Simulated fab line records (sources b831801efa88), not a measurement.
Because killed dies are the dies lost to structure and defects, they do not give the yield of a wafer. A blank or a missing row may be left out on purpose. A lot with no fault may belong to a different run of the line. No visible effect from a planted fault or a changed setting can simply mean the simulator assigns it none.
fab line records | flow gf180mcu
record lots=5 | wafers=15 | last_day=34
route steps=602 shown MIM@518 M5@526
lots that met no fault: taken from a fault-free run of the same line
start_h: the number of hours between the record's first day and the start of the first shown wafer of the lot | wait_h: hours from the lot's prior step to this one | " identical to the entry in the row above | L1.1+2: one row covering several wafers at once | - either no value or no given start | * or withheld: withheld | < > ~ a bound
route shown NAME@n: NAME is a module with steps in the file, n the number in the route of the first one | usual: the fault-free wafers' mean and standard deviation | same: alike in all rows | chamber/n: place in a boat | sites: each site's reading | _std_site: the values' standard deviation | _edge_site: inner sites' mean taken away from outer sites' mean | radius_mm: how far each site lies from the wafer's centre | mask NAME#n: copy n | behind: the tool/chamber that last shaped the wafer | hold: why the lot went on hold/how many hours it stayed there/how the hold came to an end | device: names the non-switching transistor (n, p or np) | end of line: tests of these same wafers at the route's end | a step given without rows: its recipe and nothing more | killed: dies that structure and defects cost at the first sort, which is not the same as the wafer's yield | map: a wafer's dies, x killed, . not, _ none there
set.NAME: setting as actually run; set.NAME@STEP: the setting as run at that earlier step | model.NAME: the simulator's own value behind a step, which no gauge read
a table for each step, a row for each wafer; lots at some steps of the route
services: from which hour (start_h, from the record's first day; less than 0 if before it) a tool's chamber was out of use, for how many hours, and why
## steps
# step GF_MIM_SOFTBAKE_15
# recipe temp_c=90 | time_s=60 | resist=NOVOLAK
lot.wafer  | tool           | chamber | start_h | wait_h
L076.1+2+6 | litho_track-01 | 0       | 598.65  | 0.1
L087.4+5+6 | litho_track-03 | 0       | 678.95  | 0.1
L089.1+3+4 | litho_track-02 | 0       | 696.91  | 0.1
L095.4+5+6 | litho_track-02 | 0       | 734.28  | 0.1
L096.4+5+6 | litho_track-03 | 0       | 739.50  | 0.1
# step GF_MIM_EXPOSE_16
# recipe mask_id=FuseTop | target_cd_nm=2000 | na=0.6 | source_shape=conventional | sigma_outer=0.6 | dose_mj=140
lot.wafer  | tool             | chamber | start_h | wait_h | mask
L076.1+2+6 | iline_stepper-01 | 0       | -       | -      | FuseTop#0
L087.4+5+6 | iline_stepper-01 | 0       | -       | -      | FuseTop#0
L089.1+3+4 | iline_stepper-01 | 0       | -       | -      | FuseTop#0
L095.4+5+6 | iline_stepper-01 | 0       | -       | -      | FuseTop#0
L096.4+5+6 | iline_stepper-01 | 0       | -       | -      | FuseTop#0
# step GF_MIM_PEB_17
# recipe temp_c=withheld | time_s=* | resist=NOVOLAK
lot.wafer  | tool           | chamber | start_h | wait_h
L076.1+2+6 | litho_track-01 | 0       | -       | -
L087.4+5+6 | litho_track-02 | 0       | -       | -
L089.1+3+4 | litho_track-03 | 0       | -       | -
L095.4+5+6 | litho_track-03 | 0       | -       | -
L096.4+5+6 | litho_track-01 | 0       | -       | -
# step GF_MIM_DEVELOP_18
# recipe develop_time_s=60 | dev_temp_c=23
lot.wafer  | tool           | chamber | start_h | wait_h
L076.1+2+6 | litho_track-01 | 0       | 609.20  | 0.1
L087.4+5+6 | litho_track-02 | 0       | 688.48  | 0.1
L089.1+3+4 | litho_track-03 | 0       | 706.03  | 0.1
L095.4+5+6 | litho_track-03 | 0       | 742.80  | 0.1
L096.4+5+6 | litho_track-01 | 0       | 747.67  | 0.1
# step GF_MIM_METAL_ETCH_19
# recipe chemistry=Cl2/BCl3 | mask_material=NOVOLAK | stop_on=Si3N4 | target_depth_nm=324.5 | pressure_mtorr=8 | icp_w=800 | bias_w=140 | Cl2_flow_sccm=80 | bcl3_flow_sccm=40 | time_s=54.1
# usual drypump_motor_current_A=5.5/0.39 | oes_product_au=0.940/0.0058 | throttle_valve_pct=28.285/0.0099
lot.wafer | tool         | chamber | start_h | wait_h | drypump_motor_current_A | oes_product_au | rf_hours_counter_h | throttle_valve_pct
L076.1    | rie_metal-01 | 1       | 609.35  | 0.1    | 5.8                     | 0.943          | 4                  | 28.276
L076.2    | "            | 0       | "       | "      | 5.7                     | 0.936          | 11                 | 28.289
L076.6    | "            | 0       | "       | "      | 5.7                     | 0.938          | -                  | 28.285
L087.4    | rie_metal-04 | 1       | 688.58  | 0.1    | 5.3                     | 0.935          | -                  | 28.282
L087.5    | "            | 1       | "       | "      | 5.3                     | 0.947          | -                  | 28.278
L087.6    | "            | 0       | "       | "      | 6.1                     | 0.943          | -                  | 28.276
L089.1    | rie_metal-03 | 0       | 706.18  | 0.1    | 5.0                     | 0.942          | 13                 | 28.281
L089.3    | "            | 0       | "       | "      | 5.0                     | 0.947          | -                  | 28.274
L089.4    | "            | 0       | "       | "      | 5.0                     | 0.937          | -                  | 28.307
L095.4    | rie_metal-04 | 1       | 742.90  | 0.1    | 5.3                     | 0.938          | -                  | 28.275
L095.5    | "            | 0       | "       | "      | 6.1                     | 0.932          | -                  | 28.276
L095.6    | "            | 1       | "       | "      | 5.3                     | 0.935          | -                  | 28.296
L096.4    | rie_metal-03 | 1       | 747.81  | 0.1    | 5.6                     | 0.939          | -                  | 28.282
L096.5    | "            | 1       | "       | "      | 5.6                     | 0.926          | -                  | 28.288
L096.6    | "            | 1       | "       | "      | 5.6                     | 0.936          | -                  | 28.291
# step GF_MIM_STRIP_20
# recipe chemistry=O2/N2 | power_w=1400 | pressure_mtorr=1500 | platen_temp_c=250 | o2_flow_sccm=3000 | n2_flow_sccm=300 | overash_fraction=0.5
# usual drypump_motor_current_A=5.6/0.34 | heater_power_w=337/43 | oes_product_au=0.693/0.0048 | platen_temp_c=249.96/0.17 | strip_time_to_endpoint_s=11.23/0.048
lot.wafer | tool            | chamber | start_h | wait_h | drypump_motor_current_A | heater_power_w | oes_product_au | platen_temp_c | rf_hours_counter_h | strip_time_to_endpoint_s
L076.1    | plasma_asher-01 | 0       | 609.42  | 0.0    | 6.2                     | 386            | 0.699          | 249.93        | 101                | 11.24
L076.2    | "               | 1       | "       | "      | 5.3                     | 271            | 0.683          | 249.80        | 101                | 11.15
L076.6    | "               | 1       | "       | "      | 5.3                     | 271            | 0.683          | 250.08        | -                  | 11.15
L087.4    | plasma_asher-02 | 1       | 688.66  | 0.1    | 5.8                     | 397            | 0.698          | 249.96        | -                  | 11.28
L087.5    | "               | 0       | "       | "      | 5.0                     | 376            | 0.691          | 249.62        | -                  | 11.22
L087.6    | "               | 1       | "       | "      | 5.8                     | 397            | 0.696          | 249.76        | -                  | 11.17
L089.1    | plasma_asher-04 | 1       | 706.32  | 0.1    | 5.7                     | 302            | 0.689          | 250.11        | 95                 | 11.26
L089.3    | "               | 1       | "       | "      | 5.6                     | 301            | 0.690          | 250.01        | -                  | 11.26
L089.4    | "               | 0       | "       | "      | 5.7                     | 324            | 0.699          | 250.08        | -                  | 11.29
L095.4    | plasma_asher-01 | 1       | 742.98  | 0.1    | 5.3                     | 285            | 0.694          | 249.86        | -                  | 11.28
L095.5    | "               | 0       | "       | "      | 6.2                     | 386            | 0.689          | 249.87        | -                  | 11.22
L095.6    | "               | 1       | "       | "      | 5.3                     | 278            | 0.692          | 249.95        | -                  | 11.32
L096.4    | plasma_asher-01 | 1       | 747.92  | 0.1    | 5.3                     | 285            | 0.690          | 250.05        | -                  | 11.24
L096.5    | "               | 1       | "       | "      | 5.3                     | 279            | 0.698          | 250.15        | -                  | 11.28
L096.6    | "               | 0       | "       | "      | 6.2                     | 377            | 0.699          | 249.78        | -                  | 11.27
# step GF_MIM_STRIP_21
# recipe chemistry=post_etch_residue_remover | time_s=1200 | temp_c=72.5
# usual bath_guard_temp_C=72.3/0.43
lot.wafer | tool         | chamber | start_h | wait_h | bath_guard_temp_C
L076.1    | wet_bench-03 | 0       | 609.52  | 0.1    | 72.7
L076.2    | "            | 0       | "       | "      | 72.8
L076.6    | "            | 0       | "       | "      | 73.0
L087.4    | wet_bench-02 | 2       | 688.73  | 0.0    | 72.3
L087.5    | "            | 2       | "       | "      | 72.1
L087.6    | "            | 2       | "       | "      | 72.2
L089.1    | wet_bench-02 | 3       | 706.42  | 0.1    | 71.9
L089.3    | "            | 3       | "       | "      | 72.3
L089.4    | "            | 3       | "       | "      | 72.1
L095.4    | wet_bench-03 | 3       | 743.05  | 0.0    | 72.4
L095.5    | "            | 3       | "       | "      | 73.0
L095.6    | "            | 3       | "       | "      | 73.0
L096.4    | wet_bench-04 | 2       | 747.98  | 0.0    | 72.2
L096.5    | "            | 2       | "       | "      | 72.1
L096.6    | "            | 2       | "       | "      | 71.6
# step GF_MIM_CLEAN_22
# recipe chemistry=DIW | dry=n2_spin
lot.wafer  | tool         | chamber | start_h | wait_h
L076.1+2+6 | wet_bench-02 | 1       | 609.86  | 0.0
L087.4+5+6 | wet_bench-03 | 3       | 689.07  | 0.0
L089.1+3+4 | wet_bench-04 | 3       | 706.79  | 0.0
L095.4+5+6 | wet_bench-02 | 2       | 743.39  | 0.0
L096.4+5+6 | wet_bench-03 | 2       | 748.33  | 0.0
# step GF_M5_DEHYDRATE_00
# recipe temp_c=200 | time_s=60
lot.wafer  | tool           | chamber | start_h | wait_h
L076.1+2+6 | litho_track-03 | 0       | 619.73  | 9.8
L087.4+5+6 | litho_track-02 | 0       | 697.78  | 8.6
L089.1+3+4 | litho_track-04 | 0       | 715.78  | 8.9
L095.4+5+6 | litho_track-03 | 0       | 750.95  | 7.5
L096.4+5+6 | litho_track-03 | 0       | 756.85  | 8.4
# step GF_M5_HMDS_01
# recipe prime_time_s=60 | prime_temp_c=120
# same prime_time_s=60
lot.wafer  | tool           | chamber | start_h | wait_h
L076.1+2+6 | litho_track-03 | 0       | 619.88  | 0.1
L087.4+5+6 | litho_track-02 | 0       | 697.93  | 0.1
L089.1+3+4 | litho_track-04 | 0       | 715.93  | 0.1
L095.4+5+6 | litho_track-03 | 0       | 751.10  | 0.1
L096.4+5+6 | litho_track-03 | 0       | 757.00  | 0.1
# step GF_M5_COAT_02
# recipe resist=KrF | spin_rpm=withheld | resist_thk_nm=1000
lot.wafer  | tool           | chamber | start_h | wait_h
L076.1+2+6 | litho_track-03 | 0       | 620.03  | 0.1
L087.4+5+6 | litho_track-02 | 0       | 698.08  | 0.1
L089.1+3+4 | litho_track-04 | 0       | 716.08  | 0.1
L095.4+5+6 | litho_track-03 | 0       | 751.25  | 0.1
L096.4+5+6 | litho_track-03 | 0       | 757.15  | 0.1
# step GF_M5_SOFTBAKE_03
# recipe temp_c=130 | time_s=60 | resist=KrF
lot.wafer  | tool           | chamber | start_h | wait_h
L076.1+2+6 | litho_track-03 | 0       | 620.18  | 0.1
L087.4+5+6 | litho_track-02 | 0       | 698.23  | 0.1
L089.1+3+4 | litho_track-04 | 0       | 716.23  | 0.1
L095.4+5+6 | litho_track-03 | 0       | 751.40  | 0.1
L096.4+5+6 | litho_track-03 | 0       | 757.30  | 0.1
## services
tool             | chamber | start_h | hours | kind
iline_stepper-01 | -       | 575.72  | 8.9   | pm
plasma_asher-01  | -       | 584.26  | 3.4   | repair
rie_metal-04     | 1       | 593.23  | -     | clean
rie_metal-04     | 1       | 593.23  | 21.6  | scheduled_down
rie_metal-04     | 1       | 593.23  | 21.6  | vent_cycle
rie_metal-04     | 0       | 624.03  | -     | clean
rie_metal-04     | 0       | 624.03  | 16.4  | scheduled_down
rie_metal-04     | 0       | 624.03  | 16.4  | vent_cycle
rie_metal-03     | -       | 626.42  | 2.8   | pm
rie_metal-03     | 0       | 642.22  | 1.0   | repair
iline_stepper-01 | -       | 646.52  | 1.7   | pm
iline_stepper-01 | -       | 651.14  | 6.9   | repair
litho_track-01   | -       | 668.88  | -     | consumable_replace:filter
wet_bench-02     | -       | 672.14  | 4.8   | repair
iline_stepper-01 | 0       | 674.75  | -     | calibration
rie_metal-03     | 1       | 695.53  | 17.7  | repair
rie_metal-03     | 1       | 713.24  | -     | clean
rie_metal-03     | 1       | 713.24  | 17.8  | scheduled_down
rie_metal-03     | 1       | 713.24  | 17.8  | vent_cycle
plasma_asher-01  | -       | 733.75  | 9.0   | pm
plasma_asher-01  | 0       | 733.75  | 9.0   | vent_cycle
plasma_asher-01  | 1       | 733.75  | 9.0   | vent_cycle
plasma_asher-01  | 0       | 742.75  | -     | clean
plasma_asher-01  | 1       | 742.75  | -     | clean
## key
fault none
